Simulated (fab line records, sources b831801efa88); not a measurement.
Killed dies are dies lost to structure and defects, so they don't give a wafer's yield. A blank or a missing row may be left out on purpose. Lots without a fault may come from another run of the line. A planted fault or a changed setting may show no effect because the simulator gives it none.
fab line records | flow sky130
record lots=10 wafers=27 last_day=50
route steps=708 shown VIA4@652 METAL5@661 PASSIVATION@682 PAD_OPEN@708
lots that met no fault: from a run of the same line without faults
start_h: hours from the record's first day to the start of the lot's first wafer shown | wait_h: hours since the lot's step before | " the same as in the row above | L1.1+2: a row that stands for several wafers | - no value, or no start given | * or withheld: withheld | < > ~ a bound
route shown NAME@n: a module of which the file shows steps, and the number in the route of the first | usual: mean/standard deviation of fault-free wafers | same: alike in all rows | chamber/n: place in a boat | sites: the reading at each site | _std_site: their standard deviation | _edge_site: outer sites' mean less inner sites' | radius_mm: how far each site lies from the wafer's centre | mask NAME#n: copy n | behind: the tool/chamber that last shaped the wafer | hold: why the lot was held/for how many hours/how that ended | device: the transistor (n, p or np) that didn't switch | end of line: the same wafers' tests at the end of the route | a step without rows: its recipe alone | killed: dies lost to structure and defects at the first sort, not the wafer's yield | map: a wafer's dies, x killed, . not, _ none there
set.NAME: the setting as run; set.NAME@STEP: as run at that earlier step | model.NAME: the simulator's own value behind a step, which no gauge read
steps of the route over a sample of lots; a table a step, a row a wafer
services: from which hour (start_h, from the record's first day; less than 0 if before it) a tool's chamber was out of use, for how many hours, and why
## steps
# step SKY_VIA4_STRIP_13
# recipe chemistry=O2/N2 power_w=1400 pressure_mtorr=1500 platen_temp_c=withheld o2_flow_sccm=3000 n2_flow_sccm=300 overash_fraction=0.5
# usual chamber_pressure_mTorr=1500.2/1.5 drypump_motor_current_A=6.0/0.4 o2_flow_sccm=3000/9.1 oes_product_au=0.709/0.005 strip_time_to_endpoint_s=12.80/0.032
# columns lot.wafer tool chamber start_h wait_h chamber_pressure_mTorr drypump_motor_current_A o2_flow_sccm oes_product_au rf_hours_counter_h strip_time_to_endpoint_s
L617.3 plasma_asher-04 0 1018.55 - 1498.4 5.6 3003 0.706 - 12.78
L617.5 " 1 " " 1499.2 6.0 2991 0.710 - 12.78
L617.6 " 0 " " 1500.3 5.7 3010 0.719 - 12.78
L619.3 plasma_asher-02 1 1036.79 - 1497.9 5.7 3007 0.711 - 12.84
L619.5 " 0 " " 1503.3 6.5 2988 0.711 - 12.85
L619.6 " 1 " " 1499.8 5.7 2990 0.715 - 12.79
L618.3 plasma_asher-04 0 1037.09 - 1503.4 5.6 3031 0.719 - 12.80
L618.4 " 1 " " 1499.5 6.0 3008 0.708 - 12.76
L618.5 " 1 " " 1498.3 6.0 3007 0.707 - 12.82
L623.2 plasma_asher-02 1 1062.49 - 1503.2 5.7 3006 0.713 56 12.77
L623.5 " 0 " " 1499.8 6.6 2989 0.703 - 12.80
L623.6 " 1 " " 1501.9 5.7 3001 0.704 - 12.84
L624.3 plasma_asher-02 0 1064.55 - 1503.0 6.6 3004 0.709 - 12.79
L624.4 " 1 " " 1499.4 5.7 3005 0.709 - 12.78
L624.5 " 0 " " 1499.6 6.5 3014 0.715 - 12.79
L632.2 plasma_asher-04 1 1113.64 - 1499.7 6.0 2993 0.707 5 12.80
L632.3 " 0 " " 1498.8 5.6 2994 0.694 - 12.77
L632.5 " 1 " " 1500.3 6.0 3002 0.708 - 12.81
L633.5 plasma_asher-02 0 1124.18 - 1498.7 6.5 3000 0.704 - 12.79
L633.6 " 1 " " 1502.7 5.7 3026 0.706 - 12.86
L634.2 plasma_asher-04 1 1127.66 - 1501.0 6.0 2991 0.709 6 12.79
L634.5 " 1 " " 1499.8 6.0 3004 0.711 - 12.80
L636.5 plasma_asher-03 0 1134.71 - 1500.6 5.4 3006 0.700 - 12.85
L636.6 " 1 " " 1499.4 6.3 2987 0.709 - 12.78
L638.1 plasma_asher-03 1 1145.71 - 1501.8 6.4 3003 0.708 41 12.83
L638.2 " 0 " " 1499.3 5.4 3002 0.711 41 12.82
L638.5 " 0 " " 1500.6 5.4 2987 0.706 - 12.81
# step SKY_METAL5_SPUTTER_00
# recipe material=Ti target_thk_nm=15 power_w=3000 time_s=10 chamber_pressure_pa=0.4
# usual chamber_pressure_pa=0.4001/0.00074 throttle_valve_pct=30.2/0.57
# columns lot.wafer tool chamber start_h wait_h chamber_pressure_pa throttle_valve_pct
L617.3 pvd_sputter-01 - 1019.81 0.2 0.4007 30.0
L617.5 " - " " 0.4003 29.8
L617.6 " - " " 0.3991 30.3
L619.3 pvd_sputter-03 - 1038.15 0.2 0.4003 30.6
L619.5 " - " " 0.3992 29.5
L619.6 " - " " 0.3993 30.0
L618.3 pvd_sputter-01 - 1038.45 0.2 0.4005 30.0
L618.4 " - " " 0.4007 29.5
L618.5 " - " " 0.4000 29.4
L623.2 pvd_sputter-01 - 1064.10 0.2 0.4000 30.2
L623.5 " - " " 0.3997 30.0
L623.6 " - " " 0.3993 30.5
L624.3 pvd_sputter-01 - 1065.87 0.1 0.3999 31.8
L624.4 " - " " 0.3993 30.0
L624.5 " - " " 0.3986 31.7
L632.2 pvd_sputter-01 - 1115.04 0.2 0.4000 30.0
L632.3 " - " " 0.4019 29.9
L632.5 " - " " 0.3998 29.9
L633.5 pvd_sputter-01 - 1125.56 0.1 0.4011 29.9
L633.6 " - " " 0.3995 29.9
L634.2 pvd_sputter-01 - 1129.10 0.2 0.4006 31.6
L634.5 " - " " 0.3992 31.6
L636.5 pvd_sputter-01 - 1136.23 0.1 0.3999 29.6
L636.6 " - " " 0.3999 29.8
L638.1 pvd_sputter-03 - 1147.00 0.2 0.3990 29.9
L638.2 " - " " 0.4009 29.6
L638.5 " - " " 0.4003 29.9
# step SKY_METAL5_SPUTTER_02
# recipe material=AlCu target_thk_nm=1150 power_w=10600 time_s=61.2 chamber_pressure_pa=0.4
# usual chamber_pressure_pa=0.4000/0.00078 throttle_valve_pct=30.2/0.57
# columns lot.wafer tool chamber start_h wait_h chamber_pressure_pa throttle_valve_pct
L617.3 pvd_sputter-01 - 1019.86 0.0 0.4010 30.4
L617.5 " - " " 0.4007 30.0
L617.6 " - " " 0.3993 30.2
L619.3 pvd_sputter-03 - 1038.20 0.0 0.4006 30.7
L619.5 " - " " 0.3998 29.8
L619.6 " - " " 0.4009 29.9
L618.3 pvd_sputter-01 - 1038.50 0.0 0.3991 30.1
L618.4 " - " " 0.3994 29.4
L618.5 " - " " 0.3979 29.4
L623.2 pvd_sputter-01 - 1064.14 0.0 0.4001 30.2
L623.5 " - " " 0.3997 30.0
L623.6 " - " " 0.4000 30.1
L624.3 pvd_sputter-01 - 1065.91 0.0 0.3996 31.4
L624.4 " - " " 0.3994 29.9
L624.5 " - " " 0.3997 31.9
L632.2 pvd_sputter-01 - 1115.09 0.0 0.3994 29.7
L632.3 " - " " 0.3990 30.0
L632.5 " - " " 0.3995 30.1
L633.5 pvd_sputter-01 - 1125.62 0.0 0.4001 30.0
L633.6 " - " " 0.3998 30.1
L634.2 pvd_sputter-01 - 1129.15 0.0 0.4009 31.4
L634.5 " - " " 0.3998 31.4
L636.5 pvd_sputter-01 - 1136.29 0.0 0.3989 29.4
L636.6 " - " " 0.3992 29.9
L638.1 pvd_sputter-03 - 1147.05 0.0 0.4003 30.0
L638.2 " - " " 0.3993 29.9
L638.5 " - " " 0.3991 29.7
# step SKY_METAL5_RS_MEAS_05
# recipe thk_meas_gauge=four-point-probe reads=TiN_of_METAL5_SPUTTER_04+Ti_of_METAL5_SPUTTER_03+AlCu_of_METAL5_SPUTTER_02+TiN_of_METAL5_SPUTTER_01+Ti_of_METAL5_SPUTTER_00
# usual METAL5_ALCU_RS=0.02724/0.00026
# columns lot.wafer tool chamber start_h wait_h METAL5_ALCU_RS[ohm/sq]
L617.3 film_metro-01 - 1020.03 0.1 0.02728
L617.5 " - " " 0.02723
L617.6 " - " " 0.02726
L619.3 film_metro-01 - 1038.36 0.1 0.02755
L619.5 " - " " 0.02697
L619.6 " - " " 0.02754
L618.3 film_metro-03 - 1038.66 0.1 0.02733
L618.4 " - " " 0.02722
L618.5 " - " " 0.02716
L623.2 film_metro-01 - 1064.28 0.0 0.02706
L623.5 " - " " 0.02703
L623.6 " - " " 0.02683
L624.3 film_metro-01 - 1066.07 0.1 0.02731
L624.4 " - " " 0.02757
L624.5 " - " " 0.02739
L632.2 film_metro-03 - 1115.22 0.0 0.02716
L632.3 " - " " 0.02753
L632.5 " - " " 0.02745
L633.5 film_metro-04 - 1125.80 0.1 0.01601
L633.6 " - " " 0.02691
L634.2 film_metro-03 - 1129.29 0.0 0.0161
L634.5 " - " " 0.01607
L636.5 film_metro-01 - 1136.46 0.1 0.01605
L636.6 " - " " 0.02727
L638.1 film_metro-01 - 1147.17 0.0 0.02685
L638.2 " - " " 0.02682
L638.5 " - " " 0.0266
# step SKY_METAL5_THK_MEAS_06
# recipe thk_meas_gauge=xrf reads=AlCu_of_METAL5_SPUTTER_02
# usual METAL5_ALCU_THK=1143/12
# columns lot.wafer tool chamber start_h wait_h METAL5_ALCU_THK[nm]
L617.3 film_metro-01 - 1020.13 0.1 1137
L617.5 " - " " 1150
L617.6 " - " " 1141
L619.3 film_metro-01 - 1038.46 0.1 1137
L619.5 " - " " 1154
L619.6 " - " " 1132
L618.3 film_metro-03 - 1038.76 0.1 1132
L618.4 " - " " 1135
L618.5 " - " " 1148
L623.2 film_metro-01 - 1064.39 0.1 1151
L623.5 " - " " 1152
L623.6 " - " " 1164
L624.3 film_metro-01 - 1066.17 0.1 1138
L624.4 " - " " 1131
L624.5 " - " " 1140
L632.2 film_metro-03 - 1115.33 0.1 1133
L632.3 " - " " 1119
L632.5 " - " " 1122
L633.5 film_metro-04 - 1125.88 0.1 1928
L633.6 " - " " 1156
L634.2 film_metro-03 - 1129.40 0.1 1930
L634.5 " - " " 1939
L636.5 film_metro-01 - 1136.54 0.1 1936
L636.6 " - " " 1142
L638.1 film_metro-01 - 1147.29 0.1 1161
L638.2 " - " " 1158
L638.5 " - " " 1168
# step SKY_METAL5_METAL_ETCH_15
# recipe target_depth_a=12600 stop_on=SiO2 over_etch_frac=0.2 time_s=252 chemistry=Cl2/BCl3 resist_sidewall_deg=86 pressure_mtorr=10 icp_w=900 bias_w=48.5 Cl2_flow_sccm=60 bcl3_flow_sccm=30
# usual bcl3_flow_sccm=29.99/0.085 chamber_pressure_mTorr=10.000/0.0098 drypump_motor_current_A=5.84/0.26 oes_product_au=0.894/0.0053 throttle_valve_pct=22.265/0.01
# columns lot.wafer tool chamber start_h wait_h bcl3_flow_sccm chamber_pressure_mTorr drypump_motor_current_A oes_product_au rf_hours_counter_h throttle_valve_pct
L617.3 rie_metal-04 0 1042.46 0.1 30.07 10.001 5.72 0.894 - 22.268
L617.5 " 1 " " 29.95 9.991 5.67 0.893 - 22.265
L617.6 " 0 " " 30.12 10.011 5.71 0.895 - 22.263
L619.3 rie_metal-03 0 1060.42 0.1 29.96 9.988 5.56 0.898 - 22.274
L619.5 " 0 " " 30.06 10.006 5.58 0.893 - 22.264
L619.6 " 1 " " 29.88 10.008 6.46 0.889 - 22.264
L618.3 rie_metal-04 1 1061.07 0.1 30.02 10.011 5.67 0.897 - 22.273
L618.4 " 0 " " 29.90 10.012 5.72 0.894 - 22.252
L618.5 " 0 " " 29.90 10.009 5.72 0.903 - 22.284
L623.2 rie_metal-04 1 1085.06 0.0 29.99 10.000 5.66 0.897 19 22.266
L623.5 " 1 " " 30.03 10.002 5.68 0.889 - 22.264
L623.6 " 0 " " 29.92 9.996 5.71 0.894 - 22.246
L624.3 rie_metal-04 1 1086.57 0.1 30.10 9.980 5.65 0.895 - 22.244
L624.4 " 0 " " 30.06 10.003 5.72 0.896 - 22.260
L624.5 " 1 " " 29.99 9.997 5.66 0.891 - 22.258
L632.2 rie_metal-02 0 1134.79 0.0 29.93 10.004 5.87 0.908 26 22.278
L632.3 " 0 " " 30.01 10.006 5.87 0.896 - 22.271
L632.5 " 1 " " 30.05 9.992 5.97 0.889 - 22.260
L633.5 rie_metal-03 1 1144.18 0.3 29.90 9.992 6.43 0.999 - 22.274
L633.6 " 1 " " 29.96 9.993 6.45 0.907 - 22.259
L634.2 rie_metal-04 0 1147.74 0.0 30.09 10.008 5.73 1.006 6 22.269
L634.5 " 0 " " 30.12 9.998 5.70 1.001 - 22.271
L636.5 rie_metal-02 0 1154.74 0.2 29.94 10.005 5.85 0.990 - 22.300
L636.6 " 1 " " 29.86 10.006 6.03 0.898 - 22.285
L638.1 rie_metal-04 1 1164.10 0.0 30.11 9.987 5.64 0.894 26 22.258
L638.2 " 0 " " 30.07 9.996 5.71 0.894 8 22.266
L638.5 " 0 " " 29.97 9.992 5.71 0.899 - 22.248
# step SKY_PASSIVATION_THK_MEAS_01
# recipe reads=SiO2_of_PASSIVATION_CVD_00
# usual PASSIVATION_CVD_00_THK=90.3/1.2
# columns lot.wafer tool chamber start_h wait_h PASSIVATION_CVD_00_THK[nm]
L617.3 film_metro-04 - 1043.54 - 89.7
L617.5 " - " " 92.4
L617.6 " - " " 89.7
L619.3 film_metro-02 - 1061.24 - 89.0
L619.5 " - " " 90.6
L619.6 " - " " 89.5
L618.3 film_metro-04 - 1061.86 - 89.8
L618.4 " - " " 91.5
L618.5 " - " " 91.4
L623.2 film_metro-02 - 1086.20 - 91.2
L623.5 " - " " 92.0
L623.6 " - " " 92.8
L624.3 film_metro-02 - 1087.40 - 88.6
L624.4 " - " " 89.4
L624.5 " - " " 91.4
L632.2 film_metro-04 - 1135.68 - 88.9
L632.3 " - " " 91.4
L632.5 " - " " 90.6
L633.6 film_metro-04 - 1145.04 - 92.1
L636.6 film_metro-02 - 1155.52 - 91.3
L638.1 film_metro-02 - 1165.04 - 90.3
L638.2 " - " " 90.2
L638.5 " - " " 90.7
# step SKY_PAD_OPEN_PROBE_99
# usual defect_limited_yield=82.8/2.1 killed_at_M0_to_M3=43/7.7 killed_at_M4_up=3.1/1.7 killed_at_contacts=23/4.8 killed_at_front_end=15/4.5 killed_at_other=0.3/0.58 killed_dies=85/10 killed_on_rim=17/3.8 killed_open=46/7.5 killed_short=38/6.5 sort_bin_3_pad_short=0.8/0.38 sort_bin_5_function=10.3/1.7 sort_bin_6_memory=6.1/1.1 sort_n_pass=407/10 sort_yield_pct=82.8/2.1
# same gross_dies=492 killed_at_back_side=0 sort_bin_4_leakage[%]=0 sort_bin_8_speed[%]=0
# columns lot.wafer tool chamber start_h wait_h defect_limited_yield[%] killed_at_M0_to_M3 killed_at_M4_up killed_at_contacts killed_at_front_end killed_at_other killed_dies killed_on_rim killed_open killed_short sort_bin_3_pad_short[%] sort_bin_5_function[%] sort_bin_6_memory[%] sort_n_pass sort_yield_pct[%]
L617.3 prober-01 - 1087.79 0.2 83.7 53 2 17 8 0 80 15 41 39 0.6 9.3 6.3 412 83.7
L617.5 prober-01 - 1087.89 0.2 84.1 43 0 27 8 0 78 14 45 33 0.4 7.5 7.9 414 84.1
L617.6 prober-01 - 1087.94 0.2 84.1 42 2 20 14 0 78 19 51 27 0.8 9.3 5.7 414 84.1
L619.3 prober-02 - 1103.52 0.2 85.0 40 2 18 11 3 74 10 31 40 0.4 9.3 5.3 418 85.0
L619.5 prober-02 - 1103.62 0.2 83.3 38 4 21 19 0 82 20 36 46 0.8 8.7 7.1 410 83.3
L619.6 prober-02 - 1103.67 0.2 83.5 44 3 21 12 1 81 13 36 44 1.4 7.9 7.1 411 83.5
L618.3 prober-01 - 1106.07 0.2 82.9 44 2 30 8 0 84 20 48 36 0.4 11.6 5.1 408 82.9
L618.4 prober-01 - 1106.12 0.2 83.1 38 4 25 16 0 83 18 47 36 1.0 9.8 6.1 409 83.1
L618.5 prober-01 - 1106.17 0.2 82.1 46 3 23 16 0 88 14 48 39 0.6 10.8 6.5 404 82.1
L623.2 prober-01 - 1129.23 0.1 83.1 46 3 24 10 0 83 15 48 35 1.0 10.0 5.9 409 83.1
L623.5 prober-01 - 1129.38 0.2 81.3 61 3 18 10 0 92 17 46 46 0.4 11.8 6.5 400 81.3
L623.6 prober-01 - 1129.43 0.2 85.8 37 2 22 9 0 70 10 35 35 1.0 7.3 5.9 422 85.8
L624.3 prober-02 - 1129.60 0.2 81.9 39 4 25 21 0 89 13 47 42 1.4 11.6 5.1 403 81.9
L624.4 prober-02 - 1129.65 0.2 82.9 44 4 25 11 0 84 19 47 37 0.8 10.2 6.1 408 82.9
L624.5 prober-02 - 1129.70 0.2 80.5 54 1 26 14 1 96 19 62 34 0.4 13.2 5.9 396 80.5
L632.2 prober-01 - 1173.73 0.1 84.3 35 4 22 15 1 77 20 46 31 0.6 9.8 5.3 415 84.3
L632.3 prober-01 - 1173.78 0.2 81.7 50 1 23 15 1 90 14 49 41 0.8 11.4 6.1 402 81.7
L632.5 prober-01 - 1173.88 0.2 82.9 38 3 23 19 1 84 12 46 38 0.6 10.8 5.7 408 82.9
L633.5 prober-02 - 1183.15 0.2 0 56 391 27 17 1 492 96 59 43 0.8 91.9 7.3 0 0
L633.6 prober-02 - 1183.20 0.2 86.0 36 1 16 16 0 69 19 33 36 1.4 7.3 5.3 423 86.0
L634.2 prober-01 - 1185.36 0.1 0 46 417 18 11 0 492 96 43 34 0.8 92.9 6.3 0 0
L634.5 prober-01 - 1185.51 0.2 0 60 393 28 11 0 492 96 52 48 0.8 91.7 7.5 0 0
L636.5 prober-01 - 1191.55 0.2 0 36 416 31 9 0 492 96 51 28 0.4 93.7 5.9 0 0
L636.6 prober-01 - 1191.60 0.2 84.3 45 6 16 10 0 77 10 48 29 0.8 10.0 4.9 415 84.3
L638.1 prober-01 - 1199.20 0.1 84.6 32 3 27 14 0 76 20 38 35 0.6 10.2 4.7 416 84.6
L638.2 prober-01 - 1199.25 0.1 76.8 60 4 32 17 1 114 23 62 50 1.0 14.8 7.3 378 76.8
L638.5 prober-01 - 1199.40 0.2 85.8 44 2 14 9 1 70 15 42 26 0.2 9.3 4.7 422 85.8
# killed by level:class
L617.3 VIA1:geometric_particle:open=9 LI_CONTACT:geometric_particle:open=8 METAL1:geometric_particle:short=8 VIA1:geometric_particle:short=7 VIA3:geometric_particle:open=7 VIA2:geometric_particle:open=6 FIELD_ISO:geometric_particle:short=5 CONTACT:geometric_particle:short=5
L617.5 VIA1:geometric_particle:open=17 CONTACT:geometric_particle:open=11 METAL2:geometric_particle:short=7 LI_CONTACT:geometric_particle:open=6 CONTACT:geometric_particle:short=5 FIELD_ISO:geometric_particle:short=4 VIA1:geometric_particle:short=4 VIA3:geometric_particle:open=4
L617.6 VIA1:geometric_particle:open=11 CONTACT:geometric_particle:open=9 FIELD_ISO:geometric_particle:open=7 VIA3:geometric_particle:open=7 VIA2:geometric_particle:open=6 METAL2:geometric_particle:short=6 LI_CONTACT:geometric_particle:open=5 FIELD_ISO:geometric_particle:short=3
L619.3 METAL1:geometric_particle:short=7 VIA1:geometric_particle:short=6 METAL2:geometric_particle:short=6 FIELD_ISO:geometric_particle:open=5 LI_CONTACT:geometric_particle:open=5 LOCAL_INTERCONNECT:geometric_particle:short=4 CONTACT:geometric_particle:short=4 CONTACT:geometric_particle:open=4
L619.5 METAL1:geometric_particle:short=8 CONTACT:geometric_particle:short=7 FIELD_ISO:geometric_particle:open=6 POLY_GATE:geometric_particle:short=5 CONTACT:geometric_particle:open=5 VIA1:geometric_particle:short=5 LOCAL_INTERCONNECT:geometric_particle:short=4 VIA1:geometric_particle:open=4
L619.6 METAL1:geometric_particle:short=9 VIA1:geometric_particle:open=7 METAL2:geometric_particle:short=7 LI_CONTACT:geometric_particle:short=5 CONTACT:geometric_particle:open=5 VIA2:geometric_particle:open=5 LI_CONTACT:geometric_particle:open=4 VIA1:geometric_particle:short=4
L618.3 VIA1:geometric_particle:open=10 CONTACT:geometric_particle:open=8 LI_CONTACT:geometric_particle:open=8 CONTACT:geometric_particle:short=8 VIA2:geometric_particle:open=6 VIA3:geometric_particle:open=6 VIA1:geometric_particle:short=5 METAL2:geometric_particle:short=5
L618.4 VIA1:geometric_particle:open=11 LI_CONTACT:geometric_particle:open=9 CONTACT:geometric_particle:open=6 VIA2:geometric_particle:open=6 FIELD_ISO:geometric_particle:short=5 VIA3:geometric_particle:short=5 CONTACT:geometric_particle:short=5 METAL3:geometric_particle:short=5
L618.5 CONTACT:geometric_particle:open=13 VIA2:geometric_particle:open=9 VIA2:geometric_particle:short=6 FIELD_ISO:geometric_particle:short=5 VIA1:geometric_particle:open=5 METAL2:geometric_particle:short=5 FIELD_ISO:geometric_particle:open=4 LI_CONTACT:geometric_particle:open=4
L623.2 CONTACT:geometric_particle:open=10 METAL2:geometric_particle:short=8 VIA3:geometric_particle:open=8 VIA1:geometric_particle:open=7 METAL1:geometric_particle:short=5 VIA2:geometric_particle:open=4 POLY_GATE:geometric_particle:open=4 LI_CONTACT:geometric_particle:open=4
L623.5 VIA1:geometric_particle:open=13 METAL1:geometric_particle:short=9 CONTACT:geometric_particle:open=9 METAL2:geometric_particle:short=8 VIA3:geometric_particle:open=7 METAL3:geometric_particle:short=5 CONTACT:geometric_particle:short=5 VIA1:geometric_particle:short=5
L623.6 VIA1:geometric_particle:open=7 LI_CONTACT:geometric_particle:open=6 CONTACT:geometric_particle:open=6 VIA1:geometric_particle:short=6 METAL1:geometric_particle:short=5 LOCAL_INTERCONNECT:geometric_particle:short=4 CONTACT:geometric_particle:short=4 VIA2:geometric_particle:open=4
L624.3 VIA1:geometric_particle:open=11 CONTACT:geometric_particle:open=10 METAL2:geometric_particle:short=8 FIELD_ISO:geometric_particle:short=7 LI_CONTACT:geometric_particle:open=6 POLY_GATE:geometric_particle:short=4 POLY_GATE:geometric_particle:open=4 METAL1:geometric_particle:short=4
L624.4 CONTACT:geometric_particle:open=12 METAL2:geometric_particle:short=8 VIA1:geometric_particle:open=7 LI_CONTACT:geometric_particle:open=6 METAL1:geometric_particle:short=6 VIA1:geometric_particle:short=6 VIA3:geometric_particle:open=5 POLY_GATE:geometric_particle:open=4
L624.5 VIA1:geometric_particle:open=12 CONTACT:geometric_particle:open=11 VIA2:geometric_particle:open=10 LI_CONTACT:geometric_particle:open=9 VIA2:geometric_particle:short=6 POLY_GATE:geometric_particle:open=4 VIA3:geometric_particle:open=4 METAL1:geometric_particle:short=4
L632.2 METAL1:geometric_particle:short=9 LI_CONTACT:geometric_particle:open=8 CONTACT:geometric_particle:open=8 VIA1:geometric_particle:open=7 FIELD_ISO:geometric_particle:open=6 METAL2:geometric_particle:short=5 LOCAL_INTERCONNECT:geometric_particle:short=4 FIELD_ISO:geometric_particle:short=3
L632.3 VIA1:geometric_particle:open=11 CONTACT:geometric_particle:open=9 LI_CONTACT:geometric_particle:open=7 METAL1:geometric_particle:short=7 METAL3:geometric_particle:short=6 VIA1:geometric_particle:short=5 VIA3:geometric_particle:open=5 VIA3:geometric_particle:short=4
L632.5 VIA2:geometric_particle:open=12 VIA3:geometric_particle:open=8 LI_CONTACT:geometric_particle:open=7 LOCAL_INTERCONNECT:geometric_particle:short=6 METAL2:geometric_particle:short=5 FIELD_ISO:geometric_particle:open=4 FIELD_ISO:geometric_particle:short=4 SPACER:geometric_particle:short=4
L633.5 METAL5:area_etch=390 VIA1:geometric_particle:open=13 VIA2:geometric_particle:open=13 CONTACT:geometric_particle:open=7 LI_CONTACT:geometric_particle:open=7 VIA3:geometric_particle:open=7 LOCAL_INTERCONNECT:geometric_particle:short=6 METAL3:geometric_particle:short=5
L633.6 VIA1:geometric_particle:open=7 VIA1:geometric_particle:short=6 VIA2:geometric_particle:open=5 SPACER:geometric_particle:open=4 METAL1:geometric_particle:short=4 LI_CONTACT:geometric_particle:open=4 LOCAL_INTERCONNECT:geometric_particle:short=4 FIELD_ISO:geometric_particle:open=3
L634.2 METAL5:area_etch=415 METAL1:geometric_particle:short=9 VIA3:geometric_particle:open=7 LI_CONTACT:geometric_particle:open=7 VIA1:geometric_particle:open=7 POLY_GATE:geometric_particle:open=6 CONTACT:geometric_particle:open=5 METAL2:geometric_particle:short=5
L634.5 METAL5:area_etch=391 VIA1:geometric_particle:open=15 CONTACT:geometric_particle:open=12 VIA3:geometric_particle:open=9 VIA3:geometric_particle:short=9 METAL1:geometric_particle:short=7 VIA2:geometric_particle:open=6 VIA1:geometric_particle:short=6
L636.5 METAL5:area_etch=413 CONTACT:geometric_particle:open=16 METAL1:geometric_particle:short=11 LI_CONTACT:geometric_particle:open=10 VIA3:geometric_particle:open=5 POLY_GATE:geometric_particle:open=4 VIA1:geometric_particle:open=4 VIA3:geometric_particle:short=4
L636.6 VIA1:geometric_particle:open=12 VIA3:geometric_particle:open=8 LI_CONTACT:geometric_particle:open=6 VIA2:geometric_particle:open=6 METAL3:geometric_particle:short=5 METAL2:geometric_particle:short=5 LOCAL_INTERCONNECT:geometric_particle:short=4 METAL4:geometric_particle:open=4
L638.1 VIA1:geometric_particle:open=9 CONTACT:geometric_particle:open=8 CONTACT:geometric_particle:short=6 LI_CONTACT:geometric_particle:open=6 VIA3:geometric_particle:open=4 FIELD_ISO:geometric_particle:open=3 FIELD_ISO:geometric_particle:short=3 LI_CONTACT:geometric_particle:short=3
L638.2 VIA1:geometric_particle:open=14 LI_CONTACT:geometric_particle:open=13 VIA2:geometric_particle:open=10 VIA2:geometric_particle:short=8 CONTACT:geometric_particle:open=7 METAL1:geometric_particle:short=6 CONTACT:geometric_particle:short=5 LOCAL_INTERCONNECT:geometric_particle:short=4
L638.5 VIA1:geometric_particle:open=14 CONTACT:geometric_particle:open=9 VIA2:geometric_particle:open=8 METAL2:geometric_particle:short=7 POLY_GATE:geometric_particle:short=3 POLY_GATE:geometric_particle:open=3 METAL1:geometric_particle:short=3 VIA1:geometric_particle:short=3
## services
# columns tool chamber start_h hours kind
pvd_sputter-01 - 1000.17 5.3 repair
rie_metal-04 0 1001.31 3.9 repair
plasma_asher-04 - 1055.25 9.0 pm
plasma_asher-04 0 1055.25 9.0 vent_cycle
plasma_asher-04 1 1055.25 9.0 vent_cycle
rie_metal-04 0 1061.22 - clean
rie_metal-04 0 1061.22 20.0 scheduled_down
rie_metal-04 0 1061.22 20.0 vent_cycle
plasma_asher-04 0 1064.25 - clean
plasma_asher-04 1 1064.25 - clean
rie_metal-03 - 1072.20 2.7 repair
plasma_asher-02 - 1077.38 2.8 pm
rie_metal-02 1 1088.59 1.1 repair
rie_metal-04 1 1107.58 4.5 repair
rie_metal-03 0 1126.72 19.9 repair
## key
first_sign step=SKY_METAL5_RS_MEAS_05 reading=METAL5_ALCU_RS direction=down sigmas=43 usual=0.02724 struck=0.01606
effect step=SKY_METAL5_THK_MEAS_06 reading=METAL5_ALCU_THK direction=up sigmas=66 usual=1143 struck=1933
effect step=SKY_METAL5_METAL_ETCH_15 reading=oes_product_au direction=up sigmas=20 usual=0.894 struck=0.999
effect step=SKY_PAD_OPEN_PROBE_99 reading=killed_at_M4_up direction=up sigmas=99+ usual=3.1 struck=404.2
more_kills_born_at SKY_METAL5_METAL_ETCH_15@rie_metal-04=806 SKY_METAL5_METAL_ETCH_15@rie_metal-02=413 SKY_METAL5_METAL_ETCH_15@rie_metal-03=390
met_at SKY_METAL5_SPUTTER_02
struck_lots L633,L634,L636
struck_wafers L633.5,L634.2,L634.5,L636.5
later_rows_left_out L633.5,L634.2,L634.5,L636.5
not_acting_at SKY_VIA4_STRIP_13,SKY_METAL5_SPUTTER_00,SKY_PASSIVATION_THK_MEAS_01
onset_between 1115.09 1125.62
fault kind=process_parameter_drift tool=pvd_sputter-01 chamber=- onset_h=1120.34 steps=SKY_METAL5_SPUTTER_02 channel=target_thk_nm offset=792.8 shape=step end_h=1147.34 scope=struck_wafers_only acts_in=these_recipes_only stated=1150
# later_rows_left_out: the simulator's readings of these wafers behind a module that went badly wrong aren't trusted and aren't shown, but for the sort
